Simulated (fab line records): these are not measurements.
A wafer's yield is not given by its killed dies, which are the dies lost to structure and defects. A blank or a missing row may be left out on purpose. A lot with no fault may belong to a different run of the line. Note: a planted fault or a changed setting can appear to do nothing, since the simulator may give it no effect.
fab line records + flow sky130
record:
- lots: 6
- wafers: 18
- last_day: 50
route steps=708 shown VT_ADJUST_PCH@151 SONOS_TUNNEL@154 PAD_OPEN@708
lots that met no fault: taken from a fault-free run of the same line
start_h: hours from the record's opening day to when the first of the lot's shown wafers began + wait_h: hours since the lot's step before + " the same as in the row above + L1.1+2: a row that stands for several wafers + - no value, or no start was given + * or withheld: withheld + < > ~ a bound
route shown NAME@n: a module of which the file shows steps, and the number in the route of the first + usual: mean and standard deviation over wafers with no fault + same: alike in all rows + chamber/n: place in a boat + sites: per-site readings + _std_site: how widely they spread, as a standard deviation + _edge_site: mean of outer sites minus mean of inner sites + radius_mm: how far each site lies from the wafer's centre + mask NAME#n: copy n + behind: the most recent tool/chamber to have shaped the wafer + hold: why the lot went on hold/how many hours it stayed there/how the hold came to an end + device: names the non-switching transistor (n, p or np) + end of line: tests run on the same wafers once the route is complete + step lacking rows: just its recipe + killed: count of dies lost to structure and defects at first sort (not the wafer's yield) + map: per-die view of a wafer (x killed, . not killed, _ where there is no die)
set.NAME: the setting that was run; set.NAME@STEP: the one run at that earlier step + model.NAME: the simulator's own value behind a step, which no gauge read
lots at selected steps of the route; one table per step, one row per wafer
services: the hour from which a tool's chamber was out of use, counted from the record's first day as start_h (under 0 if before that day), plus the number of hours and why
== steps ==
step: SKY_VT_ADJUST_PCH_IMPLANT_08
recipe:
- species: B
- energy_kev: 10
- dose_cm2: 5e+11
- tilt_deg: withheld
step: SKY_VT_ADJUST_PCH_STRIP_09
recipe:
- chemistry: O2/N2
- power_w: 1400
- pressure_mtorr: 1500
- platen_temp_c: withheld
- o2_flow_sccm: 3000
- n2_flow_sccm: 300
- overash_fraction: 0.5
usual:
- drypump_motor_current_A: 6.1/0.65
- oes_product_au: 0.722/0.0046
- strip_time_to_endpoint_s: 36.90/0.1
| lot.wafer | tool            | chamber | start_h | wait_h | drypump_motor_current_A | oes_product_au | rf_hours_counter_h | strip_time_to_endpoint_s |
|-----------|-----------------|---------|---------|--------|-------------------------|----------------|--------------------|--------------------------|
| L340.1    | plasma_asher-01 | 1       | 229.81  | 0.1    | 6.3                     | 0.724          | 11                 | 37.14                    |
| L340.2    | "               | 0       | "       | "      | 4.7                     | 0.730          | 11                 | 37.01                    |
| L340.6    | "               | 1       | "       | "      | 6.3                     | 0.717          | -                  | 37.06                    |
| L342.1    | plasma_asher-01 | 1       | 244.60  | 0.1    | 6.3                     | 0.724          | 13                 | 36.88                    |
| L342.3    | "               | 1       | "       | "      | 6.2                     | 0.722          | -                  | 36.87                    |
| L342.4    | "               | 0       | "       | "      | 4.7                     | 0.717          | -                  | 36.91                    |
| L356.3    | plasma_asher-01 | 0       | 358.34  | 0.1    | 4.7                     | 0.722          | -                  | 36.84                    |
| L356.4    | "               | 1       | "       | "      | 6.3                     | 0.725          | -                  | 36.88                    |
| L356.5    | "               | 1       | "       | "      | 6.3                     | 0.732          | -                  | 36.81                    |
| L358.1    | plasma_asher-04 | 1       | 369.01  | 0.1    | 6.6                     | 0.726          | 54                 | 36.89                    |
| L358.5    | "               | 0       | "       | "      | 6.6                     | 0.722          | -                  | 36.94                    |
| L358.6    | "               | 1       | "       | "      | 6.6                     | 0.718          | -                  | 36.93                    |
| L359.1    | plasma_asher-04 | 0       | 381.06  | 0.1    | 6.6                     | 0.719          | 55                 | 36.90                    |
| L359.2    | "               | 1       | "       | "      | 6.7                     | 0.725          | 55                 | 36.85                    |
| L359.6    | "               | 0       | "       | "      | 6.6                     | 0.730          | -                  | 36.96                    |
| L362.3    | plasma_asher-04 | 1       | 403.29  | 0.1    | 6.7                     | 0.723          | -                  | 36.89                    |
| L362.5    | "               | 0       | "       | "      | 6.6                     | 0.717          | -                  | 36.90                    |
| L362.6    | "               | 1       | "       | "      | 6.7                     | 0.725          | -                  | 36.93                    |
step: SKY_VT_ADJUST_PCH_TW_MEAS_10
usual:
- VT_ADJUST_PCH_TW: 141.9/1.8
| lot.wafer | tool          | chamber | start_h | wait_h | VT_ADJUST_PCH_TW |
|-----------|---------------|---------|---------|--------|------------------|
| L340.1    | film_metro-01 | -       | 229.91  | 0.1    | 143.1            |
| L340.2    | "             | -       | "       | "      | 142.8            |
| L340.6    | "             | -       | "       | "      | 142.6            |
| L342.1    | film_metro-01 | -       | 244.70  | 0.1    | 141.9            |
| L342.3    | "             | -       | "       | "      | 142.7            |
| L342.4    | "             | -       | "       | "      | 142.0            |
| L356.3    | film_metro-01 | -       | 358.43  | 0.1    | 142.7            |
| L356.4    | "             | -       | "       | "      | 142.0            |
| L356.5    | "             | -       | "       | "      | 142.6            |
| L358.1    | film_metro-02 | -       | 369.11  | 0.1    | 144.5            |
| L358.5    | "             | -       | "       | "      | 144.9            |
| L358.6    | "             | -       | "       | "      | 143.6            |
| L359.1    | film_metro-02 | -       | 381.16  | 0.1    | 144.5            |
| L359.2    | "             | -       | "       | "      | 144.3            |
| L359.6    | "             | -       | "       | "      | 144.2            |
| L362.3    | film_metro-03 | -       | 403.37  | 0.1    | 139.7            |
| L362.5    | "             | -       | "       | "      | 139.5            |
| L362.6    | "             | -       | "       | "      | 139.6            |
step: SKY_SONOS_TUNNEL_DEHYDRATE_00
recipe:
- temp_c: 200
- time_s: 60
step: SKY_SONOS_TUNNEL_HMDS_01
recipe:
- prime_time_s: 60
- prime_temp_c: 120
step: SKY_SONOS_TUNNEL_COAT_02
recipe:
- resist: NOVOLAK
- spin_rpm: 3000
- resist_thk_nm: 1140
step: SKY_SONOS_TUNNEL_SOFTBAKE_03
recipe:
- temp_c: 90
- time_s: 60
- resist: NOVOLAK
step: SKY_SONOS_TUNNEL_EXPOSE_04
recipe:
- mask_id: TUNM
- na: 0.6
- source_shape: conventional
- sigma_outer: 0.6
- polarization: unpolarized
- target_cd_nm: 410
- dose_mj: 136
step: SKY_SONOS_TUNNEL_PEB_05
recipe:
- temp_c: withheld
- time_s: *
- resist: NOVOLAK
step: SKY_SONOS_TUNNEL_DEVELOP_06
recipe:
- resist: NOVOLAK
- developer: TMAH
- develop_time_s: 60
- dev_temp_c: 23
step: SKY_SONOS_TUNNEL_CD_MEAS_07
recipe:
- target_cd_nm: 410
usual:
- cd_nm: 410.1/2.1
| lot.wafer | tool      | chamber | start_h | wait_h | cd_nm |
|-----------|-----------|---------|---------|--------|-------|
| L340.1    | cd_sem-01 | -       | 253.46  | 0.1    | 411.0 |
| L340.2    | "         | -       | "       | "      | 409.6 |
| L340.6    | "         | -       | "       | "      | 411.1 |
| L342.1    | cd_sem-02 | -       | 268.51  | 0.1    | 411.8 |
| L342.3    | "         | -       | "       | "      | 412.7 |
| L342.4    | "         | -       | "       | "      | 412.7 |
| L356.3    | cd_sem-01 | -       | 385.85  | 0.1    | 409.5 |
| L356.4    | "         | -       | "       | "      | 409.7 |
| L356.5    | "         | -       | "       | "      | 407.9 |
| L358.1    | cd_sem-01 | -       | 397.41  | 0.1    | 408.8 |
| L358.5    | "         | -       | "       | "      | 406.7 |
| L358.6    | "         | -       | "       | "      | 408.5 |
| L359.1    | cd_sem-02 | -       | 410.06  | 0.1    | 412.2 |
| L359.2    | "         | -       | "       | "      | 410.6 |
| L359.6    | "         | -       | "       | "      | 411.7 |
| L362.3    | cd_sem-01 | -       | 433.65  | 0.1    | 413.7 |
| L362.5    | "         | -       | "       | "      | 412.0 |
| L362.6    | "         | -       | "       | "      | 412.6 |
step: SKY_SONOS_TUNNEL_OVL_MEAS_08
usual:
- SONOS_TUNNEL_OVL: 0.4/1.2
| lot.wafer | tool       | chamber | start_h | wait_h | SONOS_TUNNEL_OVL[nm] |
|-----------|------------|---------|---------|--------|----------------------|
| L340.1    | overlay-02 | -       | 253.58  | 0.1    | -0.2                 |
| L340.2    | "          | -       | "       | "      | -0.5                 |
| L340.6    | "          | -       | "       | "      | 1.0                  |
| L342.1    | overlay-01 | -       | 268.63  | 0.1    | 1.2                  |
| L342.3    | "          | -       | "       | "      | 1.0                  |
| L342.4    | "          | -       | "       | "      | 0.3                  |
| L356.3    | overlay-02 | -       | 385.94  | 0.1    | 1.1                  |
| L356.4    | "          | -       | "       | "      | 1.3                  |
| L356.5    | "          | -       | "       | "      | 0.8                  |
| L358.1    | overlay-01 | -       | 397.53  | 0.1    | 1.2                  |
| L358.5    | "          | -       | "       | "      | 0.0                  |
| L358.6    | "          | -       | "       | "      | 0.7                  |
| L359.1    | overlay-01 | -       | 410.18  | 0.1    | 0.4                  |
| L359.2    | "          | -       | "       | "      | -1.1                 |
| L359.6    | "          | -       | "       | "      | -0.8                 |
| L362.3    | overlay-01 | -       | 433.74  | 0.1    | 1.1                  |
| L362.5    | "          | -       | "       | "      | -0.9                 |
| L362.6    | "          | -       | "       | "      | 0.3                  |
step: SKY_SONOS_TUNNEL_IMPLANT_09
recipe:
- species: B
- energy_kev: 20
- dose_cm2: 1e+12
- tilt_deg: withheld
usual:
- beam_on_s: 10.00/0.21
| lot.wafer | tool         | chamber | start_h | wait_h | beam_on_s |
|-----------|--------------|---------|---------|--------|-----------|
| L340.1    | implanter-04 | 0       | 253.62  | 0.0    | 10.26     |
| L340.2    | "            | 0       | "       | "      | 10.12     |
| L340.6    | "            | 0       | "       | "      | 9.68      |
| L342.1    | implanter-03 | 0       | 268.66  | 0.0    | 10.10     |
| L342.3    | "            | 0       | "       | "      | 10.37     |
| L342.4    | "            | 0       | "       | "      | 9.78      |
| L356.3    | implanter-03 | 0       | 386.02  | 0.1    | 10.09     |
| L356.4    | "            | 0       | "       | "      | 9.77      |
| L356.5    | "            | 0       | "       | "      | 9.92      |
| L358.1    | implanter-03 | 0       | 397.56  | 0.0    | 9.94      |
| L358.5    | "            | 0       | "       | "      | 9.99      |
| L358.6    | "            | 0       | "       | "      | 10.05     |
| L359.1    | implanter-04 | 0       | 410.22  | 0.0    | 10.22     |
| L359.2    | "            | 0       | "       | "      | 10.11     |
| L359.6    | "            | 0       | "       | "      | 10.23     |
| L362.3    | implanter-02 | 0       | 433.82  | 0.1    | 9.77      |
| L362.5    | "            | 0       | "       | "      | 10.15     |
| L362.6    | "            | 0       | "       | "      | 10.14     |
step: SKY_SONOS_TUNNEL_WET_ETCH_10
recipe:
- chemistry: dHF
- target_depth_nm: 14
- target: SiO2
- dilution: 100:1
- temp_c: 25
- time_s: 280
step: SKY_SONOS_TUNNEL_STRIP_11
recipe:
- chemistry: SPM
- time_s: 600
- temp_c: 130
step: SKY_SONOS_TUNNEL_TW_MEAS_12
usual:
- SONOS_TUNNEL_TW: 197.2/2.5
| lot.wafer | tool          | chamber | start_h | wait_h | SONOS_TUNNEL_TW |
|-----------|---------------|---------|---------|--------|-----------------|
| L340.1    | film_metro-04 | -       | 254.04  | 0.0    | 198.7           |
| L340.2    | "             | -       | "       | "      | 197.4           |
| L340.6    | "             | -       | "       | "      | 198.7           |
| L342.1    | film_metro-03 | -       | 269.08  | 0.0    | 193.4           |
| L342.3    | "             | -       | "       | "      | 192.8           |
| L342.4    | "             | -       | "       | "      | 192.9           |
| L356.3    | film_metro-01 | -       | 386.50  | 0.0    | 187.3           |
| L356.4    | "             | -       | "       | "      | 197.1           |
| L356.5    | "             | -       | "       | "      | 187.7           |
| L358.1    | film_metro-01 | -       | 397.97  | 0.0    | 197.3           |
| L358.5    | "             | -       | "       | "      | 186.7           |
| L358.6    | "             | -       | "       | "      | 197.9           |
| L359.1    | film_metro-03 | -       | 410.63  | 0.0    | 195.3           |
| L359.2    | "             | -       | "       | "      | 194.5           |
| L359.6    | "             | -       | "       | "      | 195.3           |
| L362.3    | film_metro-04 | -       | 434.20  | 0.0    | 198.7           |
| L362.5    | "             | -       | "       | "      | 199.8           |
| L362.6    | "             | -       | "       | "      | 199.0           |
step: SKY_SONOS_TUNNEL_CLEAN_13
recipe:
- chemistry: dHF
- time_s: 20
- dilution: 100:1
- dry: ipa_marangoni
step: SKY_PAD_OPEN_PROBE_99
usual:
- killed_at_M0_to_M3: 43/6.7
- killed_at_M4_up: 3.2/1.9
- killed_at_contacts: 24/5.9
- killed_at_front_end: 15/4.1
- killed_at_other: 0.3/0.56
- killed_dies: 86/9.5
- killed_open: 47/7.4
- killed_short: 39/5.5
same:
- gross_dies: 492
- killed_at_back_side: 0
| lot.wafer | tool      | chamber | start_h | wait_h | killed_at_M0_to_M3 | killed_at_M4_up | killed_at_contacts | killed_at_front_end | killed_at_other | killed_dies | killed_open | killed_short | model.etest.tip_sonos.rs_ohm_sq_range | model.etest.sonos_uncharged.r_on_ohm_um | model.etest.sonos_programmed.off_log10_a_um | model.etest.sonos_baked.vt_v | model.etest.sonos_uncharged.vt_v |
|-----------|-----------|---------|---------|--------|--------------------|-----------------|--------------------|---------------------|-----------------|-------------|-------------|--------------|---------------------------------------|-----------------------------------------|---------------------------------------------|------------------------------|----------------------------------|
| L340.1    | prober-02 | -       | 1074.76 | 0.1    | 40                 | 2               | 33                 | 15                  | 0               | 90          | 49          | 41           | 35.85                                 | 805.2                                   | -13.97                                      | 1.004                        | -0.4315                          |
| L340.2    | prober-02 | -       | 1074.81 | 0.1    | 48                 | 4               | 24                 | 14                  | 1               | 91          | 52          | 39           | 23.29                                 | 793.8                                   | -13.99                                      | 1.01                         | -0.4403                          |
| L340.6    | prober-02 | -       | 1075.01 | 0.2    | 36                 | 5               | 31                 | 11                  | 0               | 83          | 41          | 42           | 38.53                                 | 789.3                                   | -14.01                                      | 1.008                        | -0.4376                          |
| L342.1    | prober-02 | -       | 1090.93 | 0.1    | 39                 | 2               | 22                 | 12                  | 0               | 75          | 44          | 31           | 31.11                                 | 781.5                                   | -13.91                                      | 0.9886                       | -0.4444                          |
| L342.3    | prober-02 | -       | 1091.03 | 0.2    | 60                 | 2               | 26                 | 10                  | 0               | 98          | 53          | 45           | 43.2                                  | 800.9                                   | -14.03                                      | 1.033                        | -0.4142                          |
| L342.4    | prober-02 | -       | 1091.08 | 0.2    | 29                 | 5               | 30                 | 14                  | 1               | 79          | 45          | 34           | 32.2                                  | 790.2                                   | -13.95                                      | 0.9559                       | -0.4295                          |
| L356.3    | prober-02 | -       | 1171.78 | 0.2    | 48                 | 1               | 12                 | 11                  | 0               | 72          | 40          | 32           | 49.87                                 | 782.6                                   | -13.65                                      | 0.9514                       | -0.539                           |
| L356.4    | prober-02 | -       | 1171.83 | 0.2    | 42                 | 3               | 21                 | 20                  | 0               | 86          | 48          | 38           | 39.93                                 | 799.1                                   | -13.97                                      | 1.036                        | -0.4296                          |
| L356.5    | prober-02 | -       | 1171.88 | 0.2    | 46                 | 2               | 12                 | 14                  | 1               | 75          | 40          | 35           | 78.72                                 | 774.2                                   | -13.57                                      | 0.9606                       | -0.4955                          |
| L358.1    | prober-02 | -       | 1179.83 | 0.1    | 41                 | 5               | 21                 | 21                  | 0               | 88          | 53          | 35           | 35.48                                 | 827.2                                   | -14.04                                      | 0.9416                       | -0.4515                          |
| L358.5    | prober-02 | -       | 1180.03 | 0.2    | 47                 | 3               | 22                 | 13                  | 1               | 86          | 43          | 43           | 74.62                                 | 809.8                                   | -13.87                                      | 0.874                        | -0.4796                          |
| L358.6    | prober-02 | -       | 1180.08 | 0.2    | 49                 | 2               | 20                 | 13                  | 1               | 85          | 45          | 40           | 48.73                                 | 837                                     | -13.84                                      | 0.976                        | -0.3965                          |
| L359.1    | prober-01 | -       | 1184.94 | 0.1    | 38                 | 3               | 23                 | 28                  | 0               | 92          | 51          | 41           | 38.44                                 | 828.9                                   | -13.93                                      | 0.9872                       | -0.4521                          |
| L359.2    | prober-01 | -       | 1184.99 | 0.1    | 42                 | 6               | 20                 | 11                  | 0               | 79          | 41          | 38           | 50.55                                 | 804.3                                   | -13.98                                      | 0.9814                       | -0.4807                          |
| L359.6    | prober-01 | -       | 1185.19 | 0.2    | 48                 | 3               | 19                 | 15                  | 0               | 85          | 47          | 38           | 61.95                                 | 834.6                                   | -14.01                                      | 0.9706                       | -0.4131                          |
| L362.3    | prober-02 | -       | 1202.42 | 0.2    | 40                 | 1               | 21                 | 17                  | 1               | 80          | 44          | 36           | 25.88                                 | 811.8                                   | -14                                         | 1.083                        | -0.4207                          |
| L362.5    | prober-02 | -       | 1202.52 | 0.2    | 47                 | 1               | 20                 | 12                  | 0               | 80          | 36          | 44           | 45.25                                 | 806.7                                   | -13.85                                      | 1.047                        | -0.4323                          |
| L362.6    | prober-02 | -       | 1202.57 | 0.2    | 47                 | 3               | 23                 | 14                  | 0               | 87          | 53          | 34           | 43.18                                 | 799.6                                   | -14.07                                      | 1.024                        | -0.4091                          |
killed by level:class
L340.1 CONTACT:geometric_particle:open=14 LI_CONTACT:geometric_particle:open=10 VIA2:geometric_particle:open=8 VIA1:geometric_particle:open=7 METAL1:geometric_particle:short=6 VIA1:geometric_particle:short=5 POLY_GATE:geometric_particle:short=4 METAL2:geometric_particle:short=4
L340.2 VIA2:geometric_particle:open=14 CONTACT:geometric_particle:open=10 VIA1:geometric_particle:open=9 VIA3:geometric_particle:open=9 FIELD_ISO:geometric_particle:short=6 LI_CONTACT:geometric_particle:open=5 CONTACT:geometric_particle:short=5 VIA2:geometric_particle:short=5
L340.6 CONTACT:geometric_particle:open=14 VIA1:geometric_particle:open=9 VIA1:geometric_particle:short=7 METAL2:geometric_particle:short=6 LOCAL_INTERCONNECT:geometric_particle:short=5 CONTACT:geometric_particle:short=5 LI_CONTACT:geometric_particle:open=4 VIA3:geometric_particle:open=4
L342.1 VIA1:geometric_particle:open=11 LI_CONTACT:geometric_particle:open=8 LOCAL_INTERCONNECT:geometric_particle:short=6 FIELD_ISO:geometric_particle:open=5 VIA2:geometric_particle:open=5 VIA1:geometric_particle:short=5 VIA3:geometric_particle:open=5 LI_CONTACT:geometric_particle:short=3
L342.3 VIA1:geometric_particle:open=16 LI_CONTACT:geometric_particle:open=13 VIA3:geometric_particle:open=10 METAL1:geometric_particle:short=8 LOCAL_INTERCONNECT:geometric_particle:short=7 VIA2:geometric_particle:short=6 VIA2:geometric_particle:open=6 VIA1:geometric_particle:short=5
L342.4 LI_CONTACT:geometric_particle:open=12 VIA3:geometric_particle:open=8 LOCAL_INTERCONNECT:geometric_particle:short=7 CONTACT:geometric_particle:open=6 FIELD_ISO:geometric_particle:short=5 VIA1:geometric_particle:open=5 LI_CONTACT:geometric_particle:short=4 METAL4:geometric_particle:short=4
L356.3 VIA1:geometric_particle:open=10 VIA2:geometric_particle:open=9 LI_CONTACT:geometric_particle:open=7 VIA3:geometric_particle:open=6 METAL2:geometric_particle:short=5 METAL3:geometric_particle:short=5 VIA1:geometric_particle:short=4 POLY_GATE:geometric_particle:open=3
L356.4 VIA1:geometric_particle:open=11 CONTACT:geometric_particle:short=8 FIELD_ISO:geometric_particle:short=7 VIA3:geometric_particle:open=6 CONTACT:geometric_particle:open=6 VIA2:geometric_particle:open=6 METAL1:geometric_particle:short=5 POLY_GATE:geometric_particle:short=4
L356.5 VIA2:geometric_particle:open=13 VIA1:geometric_particle:open=8 VIA1:geometric_particle:short=6 LI_CONTACT:geometric_particle:open=4 METAL2:geometric_particle:short=4 FIELD_ISO:geometric_particle:short=3 FIELD_ISO:geometric_particle:open=3 POLY_GATE:geometric_particle:short=3
L358.1 VIA1:geometric_particle:open=11 VIA3:geometric_particle:open=10 CONTACT:geometric_particle:open=7 LI_CONTACT:geometric_particle:open=7 METAL2:geometric_particle:short=7 SPACER:geometric_particle:open=5 CONTACT:geometric_particle:short=5 FIELD_ISO:geometric_particle:short=4
L358.5 VIA1:geometric_particle:open=10 METAL1:geometric_particle:short=8 CONTACT:geometric_particle:open=8 LI_CONTACT:geometric_particle:open=6 FIELD_ISO:geometric_particle:open=4 METAL2:geometric_particle:short=4 METAL1:geometric_particle:open=4 VIA1:geometric_particle:short=4
L358.6 VIA1:geometric_particle:open=14 LI_CONTACT:geometric_particle:open=8 VIA1:geometric_particle:short=6 METAL3:geometric_particle:short=5 LOCAL_INTERCONNECT:geometric_particle:short=5 CONTACT:geometric_particle:open=5 METAL2:geometric_particle:short=5 VIA3:geometric_particle:open=5
L359.1 FIELD_ISO:geometric_particle:short=9 POLY_GATE:geometric_particle:open=9 VIA2:geometric_particle:open=8 LOCAL_INTERCONNECT:geometric_particle:short=6 CONTACT:geometric_particle:open=6 VIA1:geometric_particle:open=6 FIELD_ISO:geometric_particle:open=5 LI_CONTACT:geometric_particle:open=5
L359.2 VIA3:geometric_particle:open=7 VIA1:geometric_particle:open=7 VIA2:geometric_particle:open=7 LI_CONTACT:geometric_particle:open=6 METAL4:geometric_particle:short=5 METAL1:geometric_particle:short=5 CONTACT:geometric_particle:short=5 CONTACT:geometric_particle:open=5
L359.6 VIA1:geometric_particle:open=12 VIA2:geometric_particle:open=10 LOCAL_INTERCONNECT:geometric_particle:short=6 FIELD_ISO:geometric_particle:short=5 VIA1:geometric_particle:short=5 CONTACT:geometric_particle:open=4 METAL2:geometric_particle:short=4 VIA3:geometric_particle:open=4
L362.3 CONTACT:geometric_particle:open=9 VIA2:geometric_particle:open=7 VIA1:geometric_particle:open=6 VIA1:geometric_particle:short=6 VIA3:geometric_particle:open=6 METAL2:geometric_particle:short=6 FIELD_ISO:geometric_particle:short=5 LI_CONTACT:geometric_particle:open=4
L362.5 VIA2:geometric_particle:open=10 METAL2:geometric_particle:short=9 VIA3:geometric_particle:open=9 CONTACT:geometric_particle:open=8 METAL1:geometric_particle:short=7 LOCAL_INTERCONNECT:geometric_particle:short=4 VIA1:geometric_particle:short=4 METAL3:geometric_particle:short=4
L362.6 VIA1:geometric_particle:open=13 CONTACT:geometric_particle:open=12 POLY_GATE:geometric_particle:open=7 LI_CONTACT:geometric_particle:open=7 VIA3:geometric_particle:open=5 METAL1:geometric_particle:short=5 VIA2:geometric_particle:open=5 VIA1:geometric_particle:short=4
== services ==
| tool            | chamber | start_h | hours | kind   |
|-----------------|---------|---------|-------|--------|
| implanter-03    | -       | 228.01  | 4.3   | repair |
| implanter-03    | -       | 260.37  | 1.6   | repair |
| plasma_asher-01 | -       | 261.59  | 1.9   | repair |
| implanter-03    | -       | 262.68  | 1.8   | repair |
| implanter-02    | -       | 323.43  | 2.8   | pm     |
| plasma_asher-04 | -       | 326.82  | 1.9   | repair |
| implanter-04    | -       | 351.31  | 1.7   | repair |
| implanter-03    | -       | 359.22  | 3.7   | repair |
| implanter-04    | -       | 407.33  | 1.0   | repair |
| implanter-03    | -       | 415.54  | 4.1   | pm     |
| implanter-04    | -       | 419.50  | 0.6   | repair |
| plasma_asher-01 | -       | 420.88  | 14.6  | pm     |
== key ==
first_sign:
- step: SKY_SONOS_TUNNEL_TW_MEAS_12
- reading: SONOS_TUNNEL_TW
- direction: down
- sigmas: 4
- usual: 197.2
- struck: 187.2
effect none on later readings
model_effect:
- step: SKY_PAD_OPEN_PROBE_99
- value: etest.tip_sonos.rs_ohm_sq_range
- without: 34.85
- struck: 67.74
met_at SKY_SONOS_TUNNEL_IMPLANT_09
struck_wafers L356.3,L356.5,L358.5
tester_left_out L356,L358
onset_between 268.66 386.02
fault:
- kind: process_parameter_drift
- tool: implanter-03
- chamber: -
- onset_h: 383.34
- steps: SKY_SONOS_TUNNEL_IMPLANT_09
- channel: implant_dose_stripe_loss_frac
- offset: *
- shape: step
- end_h: 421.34
- scope: struck_wafers_only
tester_left_out: of these lots the tester's yield and bins aren't shown, on N5 and GAA mostly nor the transistor test; their killed dies are dies lost to structure and defects alone, not to doping, threshold or leakage, so they don't give the yield
